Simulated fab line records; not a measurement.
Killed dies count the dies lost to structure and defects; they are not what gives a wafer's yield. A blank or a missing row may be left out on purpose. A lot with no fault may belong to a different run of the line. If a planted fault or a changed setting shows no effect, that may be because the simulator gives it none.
fab line records -- flow sky130
record: lots: 13, wafers: 36, last_day: 50
route steps=708 shown CAPM@537 METAL5@661 PASSIVATION@683 PAD_OPEN@708
lots untouched by any fault: they come from a run of this same line in which no faults occurred
start_h: hours from the record's opening day to when the first of the lot's shown wafers began -- wait_h: time in hours since the lot's previous step -- " repeats the value in the row above -- L1.1+2: a row that stands for several wafers -- - no value present, or no start provided -- * or withheld: withheld -- < > ~ a bound
route shown NAME@n: names a module that has steps shown in the file, with the first one's number in the route -- usual: average and standard deviation across the fault-free wafers -- same: alike in all rows -- chamber/n: place in a boat -- sites: each site's reading -- _std_site: standard deviation of those values -- _edge_site: outer sites' mean less inner sites' -- radius_mm: for every site, how far away it sits from the centre of the wafer -- mask NAME#n: copy n -- behind: the most recent tool/chamber to have shaped the wafer -- hold: what put the lot on hold/how long, in hours/how the hold closed -- device: which transistor (n, p or np) failed to switch -- end of line: at the end of the route, the tests of the same wafers -- step lacking rows: just its recipe -- killed: at the first sort, the dies lost to defects and structure; wafer yield is something else -- map: per-die view of a wafer (x killed, . not killed, _ where there is no die)
set.NAME: the setting as run; set.NAME@STEP: as run at that earlier step -- model.NAME: the simulator's own value behind a step, which no gauge read
steps of the route over a sample of lots; a table a step, a row a wafer
services: from which hour (start_h, from the record's first day; less than 0 if before it) a tool's chamber was out of use, for how many hours, and why
== steps ==
step: SKY_CAPM_CVD_00
recipe: material: SiO2, target_thk_nm: 15.5, temp_c: 400, time_s: withheld, rf_w: 450
usual: heater_power_w: 717/63
lot.wafer,tool,chamber,start_h,wait_h,heater_power_w
L729.1,pecvd-02,2,866.80,0.0,628
L729.4,pecvd-02,2,866.80,0.0,639
L729.6,pecvd-02,0,866.80,0.0,697
L732.3,pecvd-02,0,883.47,0.0,636
L732.4,pecvd-02,1,883.47,0.0,734
L732.5,pecvd-02,0,883.47,0.0,640
L733.3,pecvd-01,0,892.32,0.0,638
L733.5,pecvd-01,1,892.32,0.0,753
L733.6,pecvd-01,0,892.32,0.0,644
L734.1,pecvd-04,0,895.66,0.0,767
L734.3,pecvd-04,1,895.66,0.0,611
L734.5,pecvd-04,1,895.66,0.0,627
L735.2,pecvd-04,1,899.68,0.0,680
L735.3,pecvd-04,0,899.68,0.0,731
L736.1,pecvd-02,1,914.48,0.0,823
L736.3,pecvd-02,0,914.48,0.0,755
L736.5,pecvd-02,2,914.48,0.0,583
L738.1,pecvd-02,0,921.71,0.0,738
L738.2,pecvd-02,2,921.71,0.0,682
L738.3,pecvd-02,1,921.71,0.0,810
L737.1,pecvd-04,1,923.92,0.0,692
L737.5,pecvd-04,2,923.92,0.0,690
L740.2,pecvd-02,0,932.93,0.0,668
L740.5,pecvd-02,2,932.93,0.0,686
L740.6,pecvd-02,1,932.93,0.0,797
L741.4,pecvd-01,1,949.96,0.0,862
L741.5,pecvd-01,0,949.96,0.0,711
L741.6,pecvd-01,2,949.96,0.0,734
L742.1,pecvd-04,1,959.58,0.0,707
L742.2,pecvd-04,0,959.58,0.0,756
L742.6,pecvd-04,1,959.58,0.0,725
L743.2,pecvd-01,0,966.28,0.0,652
L743.4,pecvd-01,1,966.28,0.0,748
L750.1,pecvd-02,0,1008.23,0.0,724
L750.2,pecvd-02,1,1008.23,0.0,820
L750.4,pecvd-02,1,1008.23,0.0,801
step: SKY_METAL5_SPUTTER_00
recipe: material: Ti, target_thk_nm: 15, power_w: 3000, time_s: 10, chamber_pressure_pa: 0.4
usual: cathode_dc_power_W: 3000.0/0.57, throttle_valve_pct: 30.1/0.96
lot.wafer,tool,chamber,start_h,wait_h,cathode_dc_power_W,throttle_valve_pct
L729.1,pvd_sputter-01,-,1020.46,0.2,3001.4,30.5
L729.4,pvd_sputter-01,-,1020.46,0.2,2999.0,29.9
L729.6,pvd_sputter-01,-,1020.46,0.2,2999.1,30.6
L732.3,pvd_sputter-04,-,1037.52,0.2,2999.3,31.3
L732.4,pvd_sputter-04,-,1037.52,0.2,3001.3,32.0
L732.5,pvd_sputter-04,-,1037.52,0.2,3001.1,30.2
L733.3,pvd_sputter-01,-,1042.44,0.1,3000.4,28.9
L733.5,pvd_sputter-01,-,1042.44,0.1,3000.2,29.8
L733.6,pvd_sputter-01,-,1042.44,0.1,2999.6,29.0
L734.1,pvd_sputter-02,-,1046.06,0.2,3000.0,29.4
L734.3,pvd_sputter-02,-,1046.06,0.2,2999.9,29.6
L734.5,pvd_sputter-02,-,1046.06,0.2,3000.7,29.8
L735.2,pvd_sputter-04,-,1050.31,0.2,2999.2,31.5
L735.3,pvd_sputter-04,-,1050.31,0.2,3001.0,30.4
L736.1,pvd_sputter-04,-,1063.52,0.2,2999.7,31.2
L736.3,pvd_sputter-04,-,1063.52,0.2,3000.2,32.1
L736.5,pvd_sputter-04,-,1063.52,0.2,2999.6,28.6
L738.1,pvd_sputter-01,-,1067.79,0.1,2999.6,31.0
L738.2,pvd_sputter-01,-,1067.79,0.1,3000.5,29.8
L738.3,pvd_sputter-01,-,1067.79,0.1,2999.6,30.8
L737.1,pvd_sputter-02,-,1071.91,0.2,3000.2,29.4
L737.5,pvd_sputter-02,-,1071.91,0.2,3000.6,29.7
L740.2,pvd_sputter-02,-,1078.74,0.2,3000.5,30.1
L740.5,pvd_sputter-02,-,1078.74,0.2,2999.5,30.0
L740.6,pvd_sputter-02,-,1078.74,0.2,2999.7,29.4
L741.4,pvd_sputter-04,-,1092.86,0.1,2999.8,32.0
L741.5,pvd_sputter-04,-,1092.86,0.1,3001.1,30.6
L741.6,pvd_sputter-04,-,1092.86,0.1,3000.3,32.3
L742.1,pvd_sputter-02,-,1102.28,0.2,2999.7,29.6
L742.2,pvd_sputter-02,-,1102.28,0.2,3000.5,29.1
L742.6,pvd_sputter-02,-,1102.28,0.2,3000.6,28.8
L743.2,pvd_sputter-02,-,1106.86,0.1,2999.7,29.9
L743.4,pvd_sputter-02,-,1106.86,0.1,2999.9,29.1
L750.1,pvd_sputter-04,-,1142.31,0.1,3000.8,30.4
L750.2,pvd_sputter-04,-,1142.31,0.1,2998.9,32.2
L750.4,pvd_sputter-04,-,1142.31,0.1,2999.6,31.3
step: SKY_PASSIVATION_CVD_02
recipe: material: Si3N4, target_thk_nm: 540, temp_c: 400, time_s: withheld, rf_w: 450
usual: heater_power_w: 706/69
lot.wafer,tool,chamber,start_h,wait_h,heater_power_w
L729.1,pecvd-02,0,1043.72,0.1,747
L729.4,pecvd-02,0,1043.72,0.1,591
L729.6,pecvd-02,1,1043.72,0.1,661
L732.3,pecvd-02,2,1060.56,0.0,543
L732.4,pecvd-02,0,1060.56,0.0,685
L732.5,pecvd-02,2,1060.56,0.0,612
L733.3,pecvd-03,0,1064.87,0.0,779
L733.5,pecvd-03,1,1064.87,0.0,698
L733.6,pecvd-03,0,1064.87,0.0,634
L734.1,pecvd-04,2,1068.64,0.1,726
L734.3,pecvd-04,1,1068.64,0.1,696
L734.5,pecvd-04,0,1068.64,0.1,749
L735.2,pecvd-02,2,1071.79,0.0,698
L735.3,pecvd-02,0,1071.79,0.0,640
L736.1,pecvd-03,0,1085.69,0.1,772
L736.3,pecvd-03,1,1085.69,0.1,659
L736.5,pecvd-03,0,1085.69,0.1,784
L738.1,pecvd-02,0,1089.71,0.1,748
L738.2,pecvd-02,1,1089.71,0.1,781
L738.3,pecvd-02,1,1089.71,0.1,810
L737.1,pecvd-04,1,1094.17,0.1,588
L737.5,pecvd-04,2,1094.17,0.1,631
L740.2,pecvd-02,2,1100.84,0.0,621
L740.5,pecvd-02,2,1100.84,0.0,642
L740.6,pecvd-02,0,1100.84,0.0,728
L741.4,pecvd-04,2,1114.33,0.1,757
L741.5,pecvd-04,1,1114.33,0.1,585
L741.6,pecvd-04,0,1114.33,0.1,689
L742.1,pecvd-02,1,1122.89,0.1,675
L742.2,pecvd-02,0,1122.89,0.1,681
L742.6,pecvd-02,1,1122.89,0.1,736
L743.2,pecvd-02,1,1127.24,0.0,830
L743.4,pecvd-02,1,1127.24,0.0,673
L750.1,pecvd-02,1,1161.42,0.1,701
L750.2,pecvd-02,0,1161.42,0.1,711
L750.4,pecvd-02,0,1161.42,0.1,747
step: SKY_PASSIVATION_THK_MEAS_03
recipe: reads: Si3N4_of_PASSIVATION_CVD_02
usual: PASSIVATION_CVD_02_THK: 542/6.5
lot.wafer,tool,chamber,start_h,wait_h,PASSIVATION_CVD_02_THK[nm]
L729.1,film_metro-01,-,1043.95,-,540
L729.4,film_metro-01,-,1043.95,-,547
L729.6,film_metro-01,-,1043.95,-,552
L732.3,film_metro-01,-,1060.81,-,527
L732.4,film_metro-01,-,1060.81,-,541
L732.5,film_metro-01,-,1060.81,-,542
L733.3,film_metro-01,-,1065.11,-,530
L733.5,film_metro-01,-,1065.11,-,541
L733.6,film_metro-01,-,1065.11,-,541
L734.1,film_metro-01,-,1068.87,-,537
L734.3,film_metro-01,-,1068.87,-,533
L734.5,film_metro-01,-,1068.87,-,547
L735.2,film_metro-01,-,1072.03,-,541
L735.3,film_metro-01,-,1072.03,-,543
L736.1,film_metro-02,-,1085.91,-,539
L736.3,film_metro-02,-,1085.91,-,544
L736.5,film_metro-02,-,1085.91,-,539
L738.1,film_metro-02,-,1090.07,-,531
L738.2,film_metro-02,-,1090.07,-,539
L738.3,film_metro-02,-,1090.07,-,549
L737.1,film_metro-03,-,1094.39,-,533
L737.5,film_metro-03,-,1094.39,-,542
L740.2,film_metro-01,-,1101.08,-,538
L740.5,film_metro-01,-,1101.08,-,548
L740.6,film_metro-01,-,1101.08,-,541
L741.4,film_metro-03,-,1114.47,-,542
L741.5,film_metro-03,-,1114.47,-,544
L741.6,film_metro-03,-,1114.47,-,548
L742.1,film_metro-03,-,1123.12,-,543
L742.2,film_metro-03,-,1123.12,-,538
L742.6,film_metro-03,-,1123.12,-,548
L743.2,film_metro-02,-,1127.48,-,548
L743.4,film_metro-02,-,1127.48,-,551
L750.1,film_metro-01,-,1161.65,-,548
L750.2,film_metro-01,-,1161.65,-,549
L750.4,film_metro-01,-,1161.65,-,550
step: SKY_PAD_OPEN_PROBE_99
usual: defect_limited_yield: 82.4/1.8, killed_at_M0_to_M3: 44/6.3, killed_at_M4_up: 3.1/1.8, killed_at_contacts: 25/5.1, killed_at_front_end: 15/4.1, killed_at_other: 0.3/0.71, killed_dies: 87/8.8, killed_open: 47/6.8, killed_short: 40/6.7, sort_bin_3_pad_short: 0.9/0.39, sort_bin_5_function: 10.4/1.5, sort_bin_6_memory: 6.4/1.1, sort_n_pass: 405/8.8, sort_yield_pct: 82.4/1.8
same: gross_dies: 492, killed_at_back_side: 0, sort_bin_4_leakage[%]: 0, sort_bin_8_speed[%]: 0
lot.wafer,tool,chamber,start_h,wait_h,hold,defect_limited_yield[%],killed_at_M0_to_M3,killed_at_M4_up,killed_at_contacts,killed_at_front_end,killed_at_other,killed_dies,killed_open,killed_short,sort_bin_3_pad_short[%],sort_bin_5_function[%],sort_bin_6_memory[%],sort_n_pass,sort_yield_pct[%]
L729.1,prober-02,-,1088.12,0.1,-,83.1,37,4,30,12,0,83,38,45,1.0,11.0,4.9,409,83.1
L729.4,prober-02,-,1088.27,0.2,-,83.3,54,6,13,9,0,82,39,43,1.4,8.5,6.7,410,83.3
L729.6,prober-02,-,1088.37,0.2,-,81.9,48,5,26,10,0,89,49,40,1.2,10.6,6.3,403,81.9
L732.3,prober-01,-,1105.18,0.2,-,86.0,30,2,25,12,0,69,39,30,1.4,7.3,5.3,423,86.0
L732.4,prober-01,-,1105.23,0.2,-,83.3,48,4,18,12,0,82,53,29,0.4,10.4,5.9,410,83.3
L732.5,prober-01,-,1105.28,0.2,-,84.6,45,2,23,6,0,76,43,33,0.8,10.4,4.3,416,84.6
L733.3,prober-02,-,1110.44,0.2,-,84.8,32,2,28,13,0,75,34,41,1.0,8.1,6.1,417,84.8
L733.5,prober-02,-,1110.54,0.2,-,81.5,48,3,25,15,0,91,53,38,0.8,10.2,7.5,401,81.5
L733.6,prober-02,-,1110.59,0.2,-,82.3,41,5,22,18,1,87,41,46,0.6,9.8,7.3,405,82.3
L734.1,prober-01,-,1113.70,0.1,-,81.7,54,1,13,22,0,90,44,46,1.0,11.0,6.3,402,81.7
L734.3,prober-01,-,1113.80,0.2,-,80.7,42,6,26,21,0,95,54,41,0.8,11.8,6.7,397,80.7
L734.5,prober-01,-,1113.90,0.2,-,79.3,53,1,31,17,0,102,59,43,1.0,13.0,6.7,390,79.3
L735.2,prober-02,-,1116.95,0.1,-,82.1,40,4,27,17,0,88,51,37,0,11.8,6.1,404,82.1
L735.3,prober-02,-,1117.00,0.2,-,81.7,42,4,30,14,0,90,53,37,0.8,9.8,7.7,402,81.7
L736.1,prober-01,-,1128.87,0.1,-,83.5,48,3,18,12,0,81,47,34,0.8,8.5,7.1,411,83.5
L736.3,prober-01,-,1128.97,0.2,-,82.9,40,0,27,17,0,84,49,35,0,11.0,6.1,408,82.9
L736.5,prober-01,-,1129.07,0.2,-,82.3,40,5,30,12,0,87,44,43,1.2,8.3,8.1,405,82.3
L738.1,prober-02,-,1133.35,0.1,-,80.5,49,4,22,20,1,96,53,43,0.4,10.2,8.9,396,80.5
L738.2,prober-02,-,1133.40,0.1,-,83.5,44,1,20,16,0,81,33,48,1.4,8.1,6.9,411,83.5
L738.3,prober-02,-,1133.45,0.2,-,83.7,39,1,22,18,0,80,54,26,1.0,7.7,7.5,412,83.7
L737.1,prober-01,-,1136.65,0.1,-,80.3,49,2,25,21,0,97,44,53,1.0,11.4,7.3,395,80.3
L737.5,prober-01,-,1136.85,0.2,-,79.9,51,2,22,23,1,99,58,40,0.6,11.2,8.3,393,79.9
L740.2,prober-01,-,1143.64,0.1,-,85.2,41,2,16,14,0,73,32,41,0.6,8.1,6.1,419,85.2
L740.5,prober-01,-,1143.79,0.2,-,82.5,41,5,20,20,0,86,51,35,0.4,9.3,7.7,406,82.5
L740.6,prober-01,-,1143.84,0.2,-,80.7,50,1,28,16,0,95,44,51,0.8,11.4,7.1,397,80.7
L741.4,prober-02,-,1155.00,0.2,-,84.3,38,2,22,15,0,77,51,26,1.0,10.2,4.5,415,84.3
L741.5,prober-02,-,1155.05,0.2,-,79.1,50,2,37,14,0,103,52,51,1.4,13.0,6.5,389,79.1
L741.6,prober-02,-,1155.10,0.2,-,81.5,43,5,31,11,1,91,43,48,0.8,10.6,7.1,401,81.5
L742.1,prober-01,-,1162.98,0.1,-,79.1,50,8,30,14,1,103,42,61,1.0,11.4,8.5,389,79.1
L742.2,prober-01,-,1163.03,0.1,-,81.5,41,4,36,10,0,91,46,45,1.2,12.0,5.3,401,81.5
L742.6,prober-01,-,1163.23,0.2,-,81.5,53,2,24,11,1,91,53,38,1.2,8.9,8.3,401,81.5
L743.2,prober-02,-,1166.53,0.1,-,80.7,50,1,27,15,2,95,52,41,1.2,11.8,6.3,397,80.7
L743.4,prober-02,-,1166.63,0.2,-,79.9,48,7,31,13,0,99,53,46,0.6,11.8,7.7,393,79.9
L750.1,prober-01,-,1197.51,0.1,await_dispo/2.6h/release,74.6,47,1,23,10,44,125,43,38,2.4,15.7,7.3,367,74.6
L750.2,prober-01,-,1197.56,0.1,await_dispo/2.6h/release,79.1,40,3,39,21,0,103,54,49,1.0,13.2,6.7,389,79.1
L750.4,prober-01,-,1197.66,0.2,await_dispo/2.6h/release,85.2,31,0,33,9,0,73,41,32,0.4,7.7,6.7,419,85.2
killed by level:class
L729.1 VIA1:geometric_particle:open=9 LI_CONTACT:geometric_particle:open=7 CONTACT:geometric_particle:open=7 LOCAL_INTERCONNECT:geometric_particle:short=6 VIA1:geometric_particle:short=6 METAL1:geometric_particle:short=5 CONTACT:geometric_particle:short=5 FIELD_ISO:geometric_particle:open=4
L729.4 VIA1:geometric_particle:open=15 METAL1:geometric_particle:short=9 METAL2:geometric_particle:short=8 VIA2:geometric_particle:open=6 VIA1:geometric_particle:short=5 CONTACT:geometric_particle:open=5 METAL4:geometric_particle:short=4 VIA3:geometric_particle:open=4
L729.6 CONTACT:geometric_particle:open=10 LI_CONTACT:geometric_particle:open=9 VIA3:geometric_particle:open=8 VIA1:geometric_particle:open=8 METAL2:geometric_particle:short=8 VIA1:geometric_particle:short=6 METAL4:geometric_particle:short=5 FIELD_ISO:geometric_particle:short=3
L732.3 LI_CONTACT:geometric_particle:open=11 FIELD_ISO:geometric_particle:short=6 CONTACT:geometric_particle:open=6 CONTACT:geometric_particle:short=6 VIA2:geometric_particle:open=6 METAL1:geometric_particle:short=5 VIA3:geometric_particle:open=4 FIELD_ISO:geometric_particle:open=3
L732.4 VIA3:geometric_particle:open=11 VIA1:geometric_particle:open=10 LI_CONTACT:geometric_particle:open=8 METAL2:geometric_particle:short=6 VIA2:geometric_particle:open=6 CONTACT:geometric_particle:open=5 FIELD_ISO:geometric_particle:open=3 FIELD_ISO:geometric_particle:short=3
L732.5 METAL1:geometric_particle:short=9 VIA3:geometric_particle:open=8 LI_CONTACT:geometric_particle:open=7 CONTACT:geometric_particle:open=7 VIA2:geometric_particle:open=6 LI_CONTACT:geometric_particle:short=4 METAL1:geometric_particle:open=4 VIA1:geometric_particle:open=4
L733.3 LI_CONTACT:geometric_particle:open=10 VIA3:geometric_particle:short=7 LOCAL_INTERCONNECT:geometric_particle:short=6 VIA1:geometric_particle:short=6 CONTACT:geometric_particle:short=5 VIA1:geometric_particle:open=5 VIA3:geometric_particle:open=4 CONTACT:geometric_particle:open=4
L733.5 VIA1:geometric_particle:open=12 CONTACT:geometric_particle:open=9 VIA3:geometric_particle:open=8 FIELD_ISO:geometric_particle:open=7 CONTACT:geometric_particle:short=7 VIA2:geometric_particle:open=7 METAL2:geometric_particle:short=6 VIA1:geometric_particle:short=5
L733.6 VIA1:geometric_particle:open=11 VIA2:geometric_particle:open=8 CONTACT:geometric_particle:short=6 LI_CONTACT:geometric_particle:short=6 METAL2:geometric_particle:short=6 VIA3:geometric_particle:open=6 FIELD_ISO:geometric_particle:short=5 CONTACT:geometric_particle:open=5
L734.1 VIA1:geometric_particle:open=11 VIA1:geometric_particle:short=9 METAL2:geometric_particle:short=9 POLY_GATE:geometric_particle:open=6 CONTACT:geometric_particle:open=6 FIELD_ISO:geometric_particle:short=5 VIA2:geometric_particle:open=4 METAL3:geometric_particle:short=4
L734.3 CONTACT:geometric_particle:open=11 VIA1:geometric_particle:open=11 CONTACT:geometric_particle:short=7 VIA3:geometric_particle:open=7 FIELD_ISO:geometric_particle:open=5 LI_CONTACT:geometric_particle:open=5 METAL1:geometric_particle:short=5 METAL4:geometric_particle:short=5
L734.5 VIA1:geometric_particle:open=14 CONTACT:geometric_particle:open=10 LI_CONTACT:geometric_particle:open=9 VIA2:geometric_particle:open=8 VIA2:geometric_particle:short=7 LOCAL_INTERCONNECT:geometric_particle:short=6 CONTACT:geometric_particle:short=6 VIA3:geometric_particle:open=6
L735.2 VIA1:geometric_particle:open=13 CONTACT:geometric_particle:open=10 LI_CONTACT:geometric_particle:open=8 VIA2:geometric_particle:open=6 FIELD_ISO:geometric_particle:short=5 CONTACT:geometric_particle:short=4 VIA2:geometric_particle:short=4 METAL4:geometric_particle:short=4
L735.3 LI_CONTACT:geometric_particle:open=15 VIA1:geometric_particle:open=10 VIA2:geometric_particle:open=7 METAL1:geometric_particle:short=6 CONTACT:geometric_particle:open=5 VIA3:geometric_particle:open=5 FIELD_ISO:geometric_particle:short=4 LOCAL_INTERCONNECT:geometric_particle:short=4
L736.1 VIA1:geometric_particle:open=12 VIA3:geometric_particle:open=9 CONTACT:geometric_particle:open=7 LI_CONTACT:geometric_particle:open=6 VIA1:geometric_particle:short=6 METAL2:geometric_particle:short=6 VIA2:geometric_particle:open=6 POLY_GATE:geometric_particle:short=4
L736.3 CONTACT:geometric_particle:open=14 VIA2:geometric_particle:open=11 FIELD_ISO:geometric_particle:open=5 POLY_GATE:geometric_particle:short=5 VIA1:geometric_particle:open=5 LI_CONTACT:geometric_particle:short=4 LI_CONTACT:geometric_particle:open=4 VIA3:geometric_particle:short=4
L736.5 CONTACT:geometric_particle:open=9 CONTACT:geometric_particle:short=8 METAL1:geometric_particle:short=8 VIA1:geometric_particle:open=8 VIA2:geometric_particle:open=6 VIA3:geometric_particle:open=6 LI_CONTACT:geometric_particle:open=5 FIELD_ISO:geometric_particle:open=4
L738.1 VIA1:geometric_particle:open=11 LI_CONTACT:geometric_particle:open=8 VIA3:geometric_particle:open=8 FIELD_ISO:geometric_particle:short=7 CONTACT:geometric_particle:open=7 CONTACT:geometric_particle:short=6 VIA1:geometric_particle:short=6 METAL1:geometric_particle:short=5
L738.2 LOCAL_INTERCONNECT:geometric_particle:short=8 VIA1:geometric_particle:open=8 METAL1:geometric_particle:short=7 VIA3:geometric_particle:short=6 VIA3:geometric_particle:open=6 FIELD_ISO:geometric_particle:short=5 POLY_GATE:geometric_particle:short=5 LI_CONTACT:geometric_particle:short=4
L738.3 VIA3:geometric_particle:open=10 CONTACT:geometric_particle:open=10 VIA1:geometric_particle:open=9 FIELD_ISO:geometric_particle:open=6 POLY_GATE:geometric_particle:open=5 CONTACT:geometric_particle:short=5 VIA2:geometric_particle:open=5 LI_CONTACT:geometric_particle:open=4
L737.1 CONTACT:geometric_particle:short=8 VIA1:geometric_particle:open=8 VIA3:geometric_particle:short=8 CONTACT:geometric_particle:open=7 VIA3:geometric_particle:open=7 POLY_GATE:geometric_particle:open=6 METAL1:geometric_particle:short=6 VIA1:geometric_particle:short=5
L737.5 VIA1:geometric_particle:open=10 POLY_GATE:geometric_particle:open=9 CONTACT:geometric_particle:open=8 METAL2:geometric_particle:short=7 VIA2:geometric_particle:open=7 LI_CONTACT:geometric_particle:open=6 METAL1:geometric_particle:short=6 VIA3:geometric_particle:open=6
L740.2 VIA1:geometric_particle:open=10 VIA1:geometric_particle:short=7 CONTACT:geometric_particle:open=6 FIELD_ISO:geometric_particle:short=5 METAL1:geometric_particle:short=5 VIA2:geometric_particle:open=5 FIELD_ISO:geometric_particle:open=4 LI_CONTACT:geometric_particle:short=4
L740.5 VIA1:geometric_particle:open=15 CONTACT:geometric_particle:open=9 METAL1:geometric_particle:short=7 LI_CONTACT:geometric_particle:open=6 FIELD_ISO:geometric_particle:open=5 VIA1:geometric_particle:short=5 CONTACT:geometric_particle:short=4 VIA3:geometric_particle:open=4
L740.6 METAL2:geometric_particle:short=10 FIELD_ISO:geometric_particle:short=8 CONTACT:geometric_particle:open=8 LI_CONTACT:geometric_particle:open=7 METAL1:geometric_particle:short=7 VIA1:geometric_particle:open=6 VIA3:geometric_particle:open=6 FIELD_ISO:geometric_particle:open=5
L741.4 VIA1:geometric_particle:open=13 CONTACT:geometric_particle:open=9 LI_CONTACT:geometric_particle:open=8 VIA2:geometric_particle:open=7 FIELD_ISO:geometric_particle:short=6 VIA1:geometric_particle:short=6 FIELD_ISO:geometric_particle:open=5 METAL2:geometric_particle:short=3
L741.5 CONTACT:geometric_particle:open=11 LI_CONTACT:geometric_particle:open=9 LOCAL_INTERCONNECT:geometric_particle:short=9 VIA1:geometric_particle:short=9 VIA1:geometric_particle:open=9 VIA2:geometric_particle:open=7 CONTACT:geometric_particle:short=6 FIELD_ISO:geometric_particle:short=5
L741.6 VIA1:geometric_particle:open=11 CONTACT:geometric_particle:open=10 METAL1:geometric_particle:short=9 LI_CONTACT:geometric_particle:short=6 LOCAL_INTERCONNECT:geometric_particle:short=5 METAL2:geometric_particle:short=5 FIELD_ISO:geometric_particle:open=4 CONTACT:geometric_particle:short=4
L742.1 VIA1:geometric_particle:open=11 CONTACT:geometric_particle:short=10 LOCAL_INTERCONNECT:geometric_particle:short=7 VIA3:geometric_particle:open=7 CONTACT:geometric_particle:open=7 VIA2:geometric_particle:open=7 METAL4:geometric_particle:short=7 POLY_GATE:geometric_particle:short=6
L742.2 LI_CONTACT:geometric_particle:open=10 VIA1:geometric_particle:open=9 LOCAL_INTERCONNECT:geometric_particle:short=8 CONTACT:geometric_particle:open=7 CONTACT:geometric_particle:short=6 METAL1:geometric_particle:short=6 VIA2:geometric_particle:short=6 VIA3:geometric_particle:open=6
L742.6 VIA1:geometric_particle:open=10 CONTACT:geometric_particle:open=10 VIA2:geometric_particle:open=9 METAL1:geometric_particle:short=8 LI_CONTACT:geometric_particle:open=5 METAL2:geometric_particle:short=5 VIA3:geometric_particle:open=5 CONTACT:geometric_particle:short=4
L743.2 CONTACT:geometric_particle:open=15 VIA2:geometric_particle:open=8 VIA1:geometric_particle:open=8 VIA1:geometric_particle:short=7 FIELD_ISO:geometric_particle:short=6 VIA3:geometric_particle:open=6 METAL2:geometric_particle:short=5 LI_CONTACT:geometric_particle:open=4
L743.4 LI_CONTACT:geometric_particle:open=13 CONTACT:geometric_particle:open=9 VIA1:geometric_particle:short=8 VIA1:geometric_particle:open=8 VIA2:geometric_particle:open=7 SONOS_ONO:geometric_particle:short=5 METAL2:geometric_particle:short=5 METAL4:geometric_particle:short=5
L750.1 CAPM:unspecified=44 VIA1:geometric_particle:open=9 CONTACT:geometric_particle:short=7 LI_CONTACT:geometric_particle:open=7 VIA1:geometric_particle:short=7 VIA2:geometric_particle:open=7 METAL2:geometric_particle:short=6 VIA3:geometric_particle:open=6
L750.2 CONTACT:geometric_particle:open=17 VIA1:geometric_particle:open=11 VIA3:geometric_particle:open=8 LOCAL_INTERCONNECT:geometric_particle:short=7 LI_CONTACT:geometric_particle:open=6 CONTACT:geometric_particle:short=6 FIELD_ISO:geometric_particle:short=5 POLY_GATE:geometric_particle:short=5
L750.4 CONTACT:geometric_particle:open=10 LOCAL_INTERCONNECT:geometric_particle:short=9 VIA1:geometric_particle:open=9 VIA2:geometric_particle:open=5 CONTACT:geometric_particle:short=5 LI_CONTACT:geometric_particle:open=4 VIA3:geometric_particle:open=4 LOCAL_INTERCONNECT:geometric_particle:open=3
== services ==
tool,chamber,start_h,hours,kind
pvd_sputter-02,-,872.50,2.2,repair
pvd_sputter-02,-,911.97,3.1,repair
pvd_sputter-02,-,924.66,0.9,repair
pecvd-04,-,953.01,0.3,repair
pecvd-01,1,992.85,19.9,repair
pvd_sputter-01,-,993.17,8.9,repair
pvd_sputter-04,-,1009.33,5.6,repair
pecvd-03,2,1014.59,11.0,repair
pecvd-01,2,1038.75,16.6,repair
pecvd-03,-,1067.43,14.6,pm
pecvd-02,-,1076.84,6.0,pm
pvd_sputter-02,-,1076.90,0.5,repair
pecvd-04,-,1078.28,0.3,repair
pecvd-04,0,1081.36,6.1,repair
pecvd-02,2,1083.14,6.7,repair
pvd_sputter-01,-,1083.56,1.7,repair
pecvd-03,0,1089.68,12.9,repair
pecvd-03,1,1090.84,3.7,repair
pecvd-01,-,1106.52,0.5,repair
pecvd-01,-,1125.99,1.8,repair
pecvd-04,-,1136.80,1.8,repair
pvd_sputter-02,-,1137.34,0.7,repair
pecvd-02,-,1148.35,1.2,repair
pecvd-03,2,1157.18,1.7,repair
== key ==
first_sign: step: SKY_PAD_OPEN_PROBE_99, reading: killed_at_other, direction: up, sigmas: 44, usual: 0.3, struck: 44
effect: step: SKY_PAD_OPEN_PROBE_99, reading: defect_limited_yield, direction: down, sigmas: 4.4, usual: 82.4, struck: 74.6
met_at SKY_CAPM_CVD_00
struck_lots L750
struck_wafers L750.1
not_acting_at SKY_METAL5_SPUTTER_00,SKY_PASSIVATION_CVD_02,SKY_PASSIVATION_THK_MEAS_03
onset_between 932.93 1008.23
fault: kind: chamber_particle_source, tool: pecvd-02, chamber: 0, onset_h: 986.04, steps: SKY_CAPM_CVD_00, rate_per_visit_cm2: 1.4696, end_h: 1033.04
